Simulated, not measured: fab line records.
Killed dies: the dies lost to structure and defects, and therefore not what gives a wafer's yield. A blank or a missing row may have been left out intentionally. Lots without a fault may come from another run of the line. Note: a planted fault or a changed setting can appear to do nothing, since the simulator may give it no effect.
fab line records    flow gf180mcu
record: lots: 11  wafers: 33  last_day: 34
route steps=602 shown M1@331 M2@365 V2@383
lots that met no fault: from a run of the same line without faults
start_h: hours from the record's opening day to when the first of the lot's shown wafers began    wait_h: hours elapsed since this lot's preceding step    " unchanged from the row above    L1.1+2: a single row standing in for several wafers    - no value, or no start was given    * or withheld: withheld    < > ~ a bound
route shown NAME@n: NAME is a module with steps in the file, n the number in the route of the first one    usual: average and standard deviation across the fault-free wafers    same: alike in all rows    chamber/n: place in a boat    sites: readings site by site    _std_site: standard deviation across them    _edge_site: outer sites' mean less inner sites'    radius_mm: how far each site lies from the wafer's centre    mask NAME#n: copy n    behind: tool/chamber where the wafer was last shaped    hold: what put the lot on hold/how long, in hours/how the hold closed    device: the transistor (n, p or np) that didn't switch    end of line: tests run on the same wafers once the route is complete    a step given without rows: its recipe and nothing more    killed: at the first sort, the dies lost to defects and structure; wafer yield is something else    map: the dies of a wafer, with x for killed, . for not killed, _ for no die there
set.NAME: the setting that was run; set.NAME@STEP: the one run at that earlier step    model.NAME: the simulator's own value behind a step, which no gauge read
a sample of lots followed through the steps of the route, with each step as a table and each wafer as a row
services: from which hour (start_h, from the record's first day; less than 0 if before it) a tool's chamber was out of use, for how many hours, and why
== steps ==
step: GF_M1_METAL_ETCH_16
recipe: chemistry: Cl2/BCl3  mask_material: KrF  target_depth_nm: 750.8  stop_on: SiO2  pressure_mtorr: 8  icp_w: 800  bias_w: 140  Cl2_flow_sccm: 80  bcl3_flow_sccm: 40  time_s: 125.1
usual: drypump_motor_current_A: 5.8/0.48  oes_product_au: 0.987/0.008  throttle_valve_pct: 28.233/0.01
same: time_s: 125.1
lot.wafer  tool          chamber  start_h  wait_h  drypump_motor_current_A  oes_product_au  rf_hours_counter_h  throttle_valve_pct
L801.2     rie_metal-01  1        405.15   0.0     5.4                      0.974           6                   28.235
L801.3     "             0        "        "       6.3                      0.993           -                   28.214
L801.4     "             1        "        "       5.4                      0.969           -                   28.259
L802.1     rie_metal-04  1        420.98   0.0     4.8                      0.999           11                  28.216
L802.2     "             1        "        "       4.8                      0.984           -                   28.230
L802.3     "             1        "        "       4.8                      0.983           -                   28.240
L803.1     rie_metal-01  1        422.93   0.0     5.4                      0.977           6                   28.235
L803.3     "             1        "        "       5.4                      0.971           -                   28.230
L803.5     "             1        "        "       5.4                      0.967           -                   28.253
L805.1     rie_metal-04  1        450.78   0.0     4.8                      0.982           12                  28.232
L805.4     "             1        "        "       4.8                      0.991           -                   28.228
L805.5     "             1        "        "       4.8                      0.987           -                   28.229
L807.3     rie_metal-04  1        456.67   0.1     4.8                      0.980           -                   28.231
L807.5     "             1        "        "       4.8                      0.981           -                   28.237
L807.6     "             0        "        "       6.2                      1.000           -                   28.230
L810.3     rie_metal-04  0        491.96   0.1     6.2                      0.994           -                   28.226
L810.5     "             0        "        "       6.2                      0.990           -                   28.226
L810.6     "             0        "        "       6.2                      0.994           -                   28.212
L812.4     rie_metal-02  1        507.72   0.1     6.2                      0.997           -                   28.223
L812.5     "             1        "        "       6.2                      0.998           -                   28.230
L812.6     "             0        "        "       5.8                      0.981           -                   28.238
L820.1     rie_metal-01  1        561.58   0.0     5.4                      0.980           10                  28.244
L820.3     "             1        "        "       5.4                      0.981           -                   28.224
L820.4     "             0        "        "       6.3                      0.997           -                   28.217
L821.2     rie_metal-01  0        573.73   0.0     6.3                      0.981           9                   28.236
L821.4     "             1        "        "       5.4                      0.977           -                   28.237
L821.6     "             1        "        "       5.4                      0.980           -                   28.247
L822.2     rie_metal-01  0        575.28   0.0     6.3                      0.980           10                  28.234
L822.5     "             1        "        "       5.4                      0.990           -                   28.247
L822.6     "             0        "        "       6.4                      0.985           -                   28.239
L823.1     rie_metal-01  0        581.48   0.0     6.3                      0.995           10                  28.234
L823.4     "             0        "        "       6.3                      0.977           -                   28.237
L823.6     "             0        "        "       6.3                      0.978           -                   28.240
step: GF_M2_SPUTTER_03
recipe: material: Ti  target_thk_nm: 10  substrate_temp_c: 300  chamber_pressure_pa: 0.3  power_w: 3000  time_s: 6.7
usual: throttle_valve_pct: 29.6/0.88
same: time_s: 6.7
lot.wafer  tool            chamber  start_h  wait_h  throttle_valve_pct
L801.2     pvd_sputter-01  -        432.51   0.0     28.8
L801.3     "               -        "        "       29.8
L801.4     "               -        "        "       29.1
L802.1     pvd_sputter-01  -        448.89   0.0     28.7
L802.2     "               -        "        "       30.6
L802.3     "               -        "        "       30.1
L803.1     pvd_sputter-03  -        450.50   0.0     28.1
L803.3     "               -        "        "       28.6
L803.5     "               -        "        "       29.2
L805.1     pvd_sputter-03  -        478.75   0.0     27.9
L805.4     "               -        "        "       29.4
L805.5     "               -        "        "       29.4
L807.3     pvd_sputter-04  -        484.34   0.0     29.7
L807.5     "               -        "        "       29.1
L807.6     "               -        "        "       30.3
L810.3     pvd_sputter-03  -        518.90   0.0     28.9
L810.5     "               -        "        "       29.2
L810.6     "               -        "        "       27.9
L812.4     pvd_sputter-01  -        534.45   0.0     30.2
L812.5     "               -        "        "       30.3
L812.6     "               -        "        "       28.3
L820.1     pvd_sputter-03  -        586.48   0.0     30.7
L820.3     "               -        "        "       29.6
L820.4     "               -        "        "       29.1
L821.2     pvd_sputter-01  -        598.40   0.0     29.9
L821.4     "               -        "        "       30.1
L821.6     "               -        "        "       28.5
L822.2     pvd_sputter-04  -        600.06   0.0     30.0
L822.5     "               -        "        "       30.5
L822.6     "               -        "        "       29.1
L823.1     pvd_sputter-03  -        605.46   0.0     31.0
L823.4     "               -        "        "       27.8
L823.6     "               -        "        "       28.1
step: GF_V2_THK_MEAS_01
recipe: reads: SiO2_of_V2_CVD_00
usual: V2_CVD_00_THK: 598/6.6
lot.wafer  tool           chamber  start_h  wait_h  V2_CVD_00_THK[nm]
L801.2     film_metro-03  -        457.97   0.0     599
L801.3     "              -        "        "       604
L801.4     "              -        "        "       608
L802.1     film_metro-01  -        473.87   0.0     601
L802.2     "              -        "        "       607
L802.3     "              -        "        "       607
L803.1     film_metro-01  -        475.66   0.0     588
L803.3     "              -        "        "       595
L803.5     "              -        "        "       599
L805.1     film_metro-04  -        503.32   0.0     597
L805.4     "              -        "        "       594
L805.5     "              -        "        "       601
L807.3     film_metro-03  -        509.29   0.1     586
L807.5     "              -        "        "       592
L807.6     "              -        "        "       588
L810.3     film_metro-04  -        542.94   0.1     598
L810.5     "              -        "        "       604
L810.6     "              -        "        "       597
L812.4     film_metro-04  -        557.52   0.0     590
L812.5     "              -        "        "       588
L812.6     "              -        "        "       599
L820.1     film_metro-01  -        608.86   0.0     600
L820.3     "              -        "        "       598
L820.4     "              -        "        "       598
L821.2     film_metro-03  -        619.83   0.0     599
L821.4     "              -        "        "       598
L821.6     "              -        "        "       589
L822.2     film_metro-01  -        621.68   0.0     590
L822.5     "              -        "        "       593
L822.6     "              -        "        "       593
L823.1     film_metro-01  -        627.01   0.0     600
L823.4     "              -        "        "       595
L823.6     "              -        "        "       594
step: GF_V2_CVD_23
recipe: material: W  target_thk_nm: 350  time_s: 104.94  temp_c: 400  pressure_torr: 40
usual: heater_power_w: 857/96
lot.wafer  tool      chamber  start_h  wait_h  heater_power_w
L801.2     cvd_w-01  0        483.91   0.0     980
L801.3     "         0        "        "       978
L801.4     "         1        "        "       874
L802.1     cvd_w-02  1        499.39   0.0     751
L802.2     "         0        "        "       726
L802.3     "         1        "        "       767
L803.1     cvd_w-01  0        501.04   0.0     947
L803.3     "         0        "        "       972
L803.5     "         1        "        "       877
L805.1     cvd_w-01  1        527.88   0.0     850
L805.4     "         0        "        "       977
L805.5     "         1        "        "       873
L807.3     cvd_w-02  1        534.04   0.1     735
L807.5     "         1        "        "       754
L807.6     "         0        "        "       705
L810.3     cvd_w-01  0        566.65   0.1     956
L810.5     "         0        "        "       950
L810.6     "         1        "        "       883
L812.4     cvd_w-01  1        580.40   0.0     869
L812.5     "         0        "        "       971
L812.6     "         1        "        "       860
L820.1     cvd_w-02  0        630.78   0.0     704
L820.3     "         0        "        "       711
L820.4     "         1        "        "       767
L821.2     cvd_w-01  0        641.15   0.0     985
L821.4     "         1        "        "       888
L821.6     "         1        "        "       885
L822.2     cvd_w-01  1        643.38   0.0     881
L822.5     "         1        "        "       848
L822.6     "         0        "        "       958
L823.1     cvd_w-01  0        648.71   0.0     955
L823.4     "         0        "        "       1001
L823.6     "         0        "        "       988
step: GF_V2_RS_MEAS_24
recipe: thk_meas_gauge: four-point-probe  reads: W_of_V2_CVD_23+TiN_of_V2_SPUTTER_22+Ti_of_V2_SPUTTER_21
usual: V2_W_RS: 0.325/0.0047
lot.wafer  tool           chamber  start_h  wait_h  V2_W_RS[ohm/sq]
L801.2     film_metro-03  -        484.04   0.1     0.319
L801.3     "              -        "        "       0.324
L801.4     "              -        "        "       0.327
L802.1     film_metro-04  -        499.51   0.1     0.330
L802.2     "              -        "        "       0.327
L802.3     "              -        "        "       0.325
L803.1     film_metro-04  -        501.16   0.1     0.317
L803.3     "              -        "        "       0.321
L803.5     "              -        "        "       0.325
L805.1     film_metro-01  -        527.99   0.1     0.328
L805.4     "              -        "        "       0.323
L805.5     "              -        "        "       0.328
L807.3     film_metro-04  -        534.15   0.1     0.325
L807.5     "              -        "        "       0.328
L807.6     "              -        "        "       0.324
L810.3     film_metro-03  -        566.77   0.1     0.247
L810.5     "              -        "        "       0.324
L810.6     "              -        "        "       0.333
L812.4     film_metro-03  -        580.54   0.1     0.254
L812.5     "              -        "        "       0.324
L812.6     "              -        "        "       0.331
L820.1     film_metro-04  -        630.89   0.1     0.328
L820.3     "              -        "        "       0.327
L820.4     "              -        "        "       0.324
L821.2     film_metro-01  -        641.28   0.1     0.322
L821.4     "              -        "        "       0.333
L821.6     "              -        "        "       0.336
L822.2     film_metro-03  -        643.51   0.1     0.333
L822.5     "              -        "        "       0.335
L822.6     "              -        "        "       0.321
L823.1     film_metro-01  -        648.83   0.1     0.318
L823.4     "              -        "        "       0.324
L823.6     "              -        "        "       0.317
step: GF_V2_THK_MEAS_25
recipe: thk_meas_gauge: xrf  reads: W_of_V2_CVD_23
usual: V2_W_THK: 357/5.8
lot.wafer  tool           chamber  start_h  wait_h  V2_W_THK[nm]
L801.2     film_metro-03  -        484.15   0.1     362
L801.3     "              -        "        "       360
L801.4     "              -        "        "       357
L802.1     film_metro-04  -        499.63   0.1     352
L802.2     "              -        "        "       355
L802.3     "              -        "        "       356
L803.1     film_metro-04  -        501.28   0.1     366
L803.3     "              -        "        "       362
L803.5     "              -        "        "       358
L805.1     film_metro-01  -        528.11   0.1     355
L805.4     "              -        "        "       362
L805.5     "              -        "        "       356
L807.3     film_metro-04  -        534.25   0.1     356
L807.5     "              -        "        "       357
L807.6     "              -        "        "       361
L810.3     film_metro-03  -        566.87   0.1     472
L810.5     "              -        "        "       360
L810.6     "              -        "        "       348
L812.4     film_metro-03  -        580.63   0.1     458
L812.5     "              -        "        "       358
L812.6     "              -        "        "       349
L820.1     film_metro-04  -        631.01   0.1     351
L820.3     "              -        "        "       350
L820.4     "              -        "        "       354
L821.2     film_metro-01  -        641.39   0.1     359
L821.4     "              -        "        "       347
L821.6     "              -        "        "       345
L822.2     film_metro-03  -        643.62   0.1     351
L822.5     "              -        "        "       350
L822.6     "              -        "        "       363
L823.1     film_metro-01  -        648.95   0.1     367
L823.4     "              -        "        "       364
L823.6     "              -        "        "       369
step: GF_V2_CMP_26
recipe: stop_on: SiO2  down_force_psi: 3.5  platen_rpm: 60  t_overpolish_s: 15  target_thk_nm: 0  pad_velocity_m_s: 0.94248
usual: edge_zone_pressure_frac: 1.000/0.0052  motor_current_A: 10.8/0.91  slurry_flow_ml_min: 150.0/0.48  time_to_endpoint_s: 88/3.5
lot.wafer  tool    chamber  start_h  wait_h  edge_zone_pressure_frac  motor_current_A  slurry_flow_ml_min  time_to_endpoint_s
L801.2     cmp-02  2        484.20   0.0     1.001                    10.5             149.5               90
L801.3     "       3        "        "       1.006                    10.2             149.8               84
L801.4     "       0        "        "       0.997                    10.7             150.4               86
L802.3     cmp-01  1        499.69   0.0     0.994                    10.5             150.3               89
L802.2     "       2        "        "       1.005                    9.9              150.6               90
L802.1     "       3        "        "       1.002                    11.7             149.4               87
L803.3     cmp-02  1        501.34   0.0     1.005                    12.3             150.6               84
L803.1     "       2        "        "       1.001                    10.7             149.3               92
L803.5     "       1        "        "       0.998                    12.8             150.8               82
L805.4     cmp-02  2        528.27   0.1     0.990                    10.9             150.7               90
L805.1     "       3        "        "       0.997                    10.6             150.6               88
L805.5     "       1        "        "       0.994                    12.3             150.5               85
L807.3     cmp-02  2        534.29   0.0     1.000                    10.6             150.6               90
L807.5     "       2        "        "       0.999                    11.0             150.6               90
L807.6     "       3        "        "       0.998                    10.3             150.1               88
L810.3     cmp-01  1        566.91   0.0     1.002                    10.0             150.4               118
L810.6     "       1        "        "       0.993                    9.9              149.7               86
L810.5     "       2        "        "       0.998                    9.7              149.4               88
L812.4     cmp-02  3        580.66   0.0     1.004                    10.1             150.7               110
L812.5     "       3        "        "       1.005                    10.3             150.5               91
L812.6     "       0        "        "       0.993                    10.8             150.3               85
L820.4     cmp-02  0        631.07   0.0     1.004                    10.4             149.8               89
L820.1     "       2        "        "       1.001                    11.1             150.4               91
L820.3     "       3        "        "       1.006                    10.0             150.7               91
L821.4     cmp-01  2        641.49   0.1     0.987                    10.1             150.0               89
L821.2     "       3        "        "       1.000                    12.2             150.3               91
L821.6     "       1        "        "       0.995                    9.9              149.9               88
L822.2     cmp-02  0        643.67   0.0     0.991                    11.2             150.2               86
L822.6     "       0        "        "       0.998                    10.5             150.5               89
L822.5     "       1        "        "       0.996                    12.4             149.4               84
L823.1     cmp-01  0        649.11   0.1     1.002                    10.2             150.0               88
L823.4     "       1        "        "       1.003                    10.9             149.2               87
L823.6     "       2        "        "       1.000                    10.0             150.3               86
== services ==
tool            chamber  start_h  hours  kind
pvd_sputter-04  -        385.74   6.9    repair
cvd_w-02        -        390.00   14.0   pm
cvd_w-02        -        404.00   14.6   pm
cmp-02          -        404.21   4.0    pm
cvd_w-01        0        413.27   5.1    repair
pvd_sputter-01  -        413.65   0.5    repair
pvd_sputter-03  -        415.82   8.1    repair
rie_metal-01    -        418.82   3.0    repair
cmp-01          -        434.23   2.5    repair
cmp-02          -        440.29   1.1    repair
pvd_sputter-01  -        474.95   6.7    repair
cmp-02          -        491.18   0.6    repair
cmp-01          -        511.98   0.9    repair
rie_metal-04    -        516.64   0.1    repair
cmp-01          -        524.60   1.3    repair
cmp-02          -        549.07   3.7    repair
cmp-02          -        554.89   6.3    pm
cmp-01          -        573.51   4.0    pm
cmp-01          -        579.10   5.4    pm
cmp-01          -        584.46   3.9    pm
cvd_w-02        1        592.29   7.6    repair
pvd_sputter-03  -        609.21   2.7    repair
cvd_w-01        -        614.24   1.6    repair
pvd_sputter-01  -        631.86   8.5    repair
== key ==
first_sign: step: GF_V2_RS_MEAS_24  reading: V2_W_RS  direction: down  sigmas: 16  usual: 0.325  struck: 0.251
effect: step: GF_V2_THK_MEAS_25  reading: V2_W_THK  direction: up  sigmas: 19  usual: 357  struck: 465
effect: step: GF_V2_CMP_26  reading: time_to_endpoint_s  direction: up  sigmas: 7.4  usual: *  struck: *
met_at GF_V2_CVD_23
struck_lots L810,L812
struck_wafers L810.3,L812.4
not_acting_at GF_M1_METAL_ETCH_16,GF_M2_SPUTTER_03,GF_V2_THK_MEAS_01
onset_between 527.88 566.65
fault: kind: process_parameter_drift  tool: cvd_w-01  chamber: -  onset_h: 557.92  steps: GF_V2_CVD_23  channel: target_thk_nm  offset: 105.48  shape: step  end_h: 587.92  scope: struck_wafers_only  acts_in: these_recipes_only  stated: 350
